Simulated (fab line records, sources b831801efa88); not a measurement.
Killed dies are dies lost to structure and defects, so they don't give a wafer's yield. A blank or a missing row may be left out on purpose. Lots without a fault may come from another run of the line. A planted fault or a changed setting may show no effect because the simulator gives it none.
A struck lot beside a sound one | flow sky130 | 15 steps out of a route of 708
Sound: wafers L819.2, L819.5, L819.6. Struck: wafers L810.2, L810.3, L810.4. The cause comes at the end.
At each step with rows: each side's tool, then ch and its chambers, then its first start. Under that, the readings that differ: sound wafers | struck wafers | difference of the means | sigmas: that difference in standard deviations of wafers without a fault.
alike: readings whose means differ by less than 2 such deviations, and words and numbers that are the same on both sides. not compared: withheld readings, readings that some wafer has no value for, bounds like >300 that may hide the same value, and numbers for which the record gives no deviation and whose values overlap.
The two part at a step that has a row with sigmas, a row that says differs or no value, or rows on one side only. Numbers that don't overlap but have no deviation are shown without sigmas and don't part them. A reading that every wafer of one side lacks parts them only if that side has two wafers or more.

first, 5 steps without rows for these wafers: SKY_SONOS_TUNNEL_COAT_02 (resist thk 1140 nm); SKY_SONOS_TUNNEL_SOFTBAKE_03 (time 60 s); SKY_SONOS_TUNNEL_EXPOSE_04 (exposes mask TUNM, target cd 410 nm); SKY_SONOS_TUNNEL_PEB_05; SKY_SONOS_TUNNEL_DEVELOP_06 (develop time 60 s).
SKY_SONOS_TUNNEL_CD_MEAS_07: target cd 410 nm.
  sound on cd_sem-02, day 17 20:33; struck on cd_sem-01, day 15 04:50
  alike: cd_nm
SKY_SONOS_TUNNEL_OVL_MEAS_08:
  sound on overlay-01, day 17 20:39; struck on overlay-01, day 15 04:56
  alike: SONOS_TUNNEL_OVL
then, 3 steps without rows for these wafers: SKY_SONOS_TUNNEL_IMPLANT_09; SKY_SONOS_TUNNEL_WET_ETCH_10 (etches SiO2 in dHF, target depth 14 nm, time 280 s); SKY_SONOS_TUNNEL_STRIP_11 (strips in SPM, time 600 s).
SKY_SONOS_TUNNEL_TW_MEAS_12:
  sound on film_metro-02, day 17 21:06; struck on film_metro-02, day 15 05:23
  alike: SONOS_TUNNEL_TW
then, 1 step without rows for these wafers: SKY_SONOS_TUNNEL_CLEAN_13 (cleans in dHF, time 20 s).
SKY_SONOS_ONO_OXIDATION_00: stabilise 600 s, purge 300 s, target thk 2.6 nm.
  sound on furnace-01 ch 0, day 17 22:19; struck on furnace-02 ch 0, day 15 05:29
  reading                                          | sound                | struck               | difference | sigmas
  spike_tc_bottom_C (C)                            | 823.0 826.1 823.2    | 846.1 846.2 845.2    | +21.7      | +9
  spike_tc_centre_C (C)                            | 800.7 800.1 801.0    | 824.3 821.8 822.5    | +22.3      | +13
  spike_tc_lower_C (C)                             | 801.0 800.4 801.0    | 827.3 826.7 827.6    | +26.4      | +24
  spike_tc_top_C (C)                               | 811.8 809.9 810.0    | 831.8 832.4 833.5    | +22.0      | +7
  spike_tc_upper_C (C)                             | 802.8 803.1 802.5    | 826.3 827.6 826.6    | +24.0      | +14
  tube_center_temp_C (C)                           | 800.05 799.87 799.98 | 826.69 826.59 826.54 | +26.64     | +99 or more
  tube_center_temp_C_max                           | 802.6 802.1 802.3    | 828.4 828.3 828.8    | +26.2      | +73
  zone_power_centre_pct (%)                        | 14.83 15.11 15.03    | 16.71 16.87 17.05    | +1.89      | +7
  model.SiO2_of_SONOS_ONO_OXIDATION_00.thk_nm (nm) | 2.647 2.674 2.627    | 3.758 3.775 3.818    | +1.134     |
  alike: ramp_down_c_per_min, ramp_up_c_per_min
SKY_SONOS_ONO_THK_MEAS_01:
  sound on film_metro-04, day 17 23:41; struck on film_metro-03, day 15 07:04
  reading                      | sound          | struck         | difference | sigmas
  SONOS_ONO_OXIDATION_THK (nm) | 2.65 2.69 2.60 | 3.73 3.77 3.83 | +1.13      | +22
  not compared: hold
-- the record jumps here: 33 days lie between the struck wafers' starts before and after (it left off in module SONOS_ONO and takes up again in module PAD_OPEN, whose first step shown is number 708 of the route) --
SKY_PAD_OPEN_PROBE_99:
  sound on prober-02, day 50 08:20; struck on prober-01, day 48 14:52
  reading                                     | sound                | struck                  | difference | sigmas
  model.etest.sonos_erased.drive_ua_um        | 157.4 181.4 172.8    | 21.52 19.55 20.63       | -149.97    |
  model.etest.sonos_uncharged.r_on_ohm_um     | 806.8 803.6 819.9    | 864.8 865.3 858.2       | +52.7      |
  model.etest.sonos_programmed.off_log10_a_um | -13.82 -14.08 -13.91 | -8.832 -9.139 -5.427    | +6.137     |
  model.etest.sonos_erased.vt_v (V)           | -2.213 -2.199 -2.224 | -0.4116 -0.3719 -0.3861 | +1.8221    |
  model.etest.cap_ono.gate_log10_a_cm2        | -8.051 -8.23 -8.089  | -9.648 -9.557 -9.838    | -1.558     |
  model.etest.cap_ono.gate_bv_v (V)           | 16.29 16.37 16.21    | 17.77 17.73 18.61       | +1.75      |
  model.etest.cap_ono.tox_acc_nm (nm)         | 12.97 13.07 13.03    | 14.2 14.19 14.37        | +1.2       |
  model.etest.sonos_programmed.vt_v (V)       | 1.423 1.362 1.41     | 0.4635 0.4783 0.1256    | -1.0425    |
  alike: killed_at_M0_to_M3, killed_at_M4_up, killed_at_contacts, killed_at_front_end, killed_at_other, killed_dies, killed_open, killed_short

WHERE THEY PART
First at SKY_SONOS_ONO_OXIDATION_00; last, within this record, at SKY_SONOS_ONO_THK_MEAS_01. Later steps at which nothing parts them and some readings are alike: SKY_PAD_OPEN_PROBE_99.

WHY: what the simulator had put in
Process parameter drift: furnace-02, from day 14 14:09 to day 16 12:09, at SKY_SONOS_ONO_OXIDATION_00. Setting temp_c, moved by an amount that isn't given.
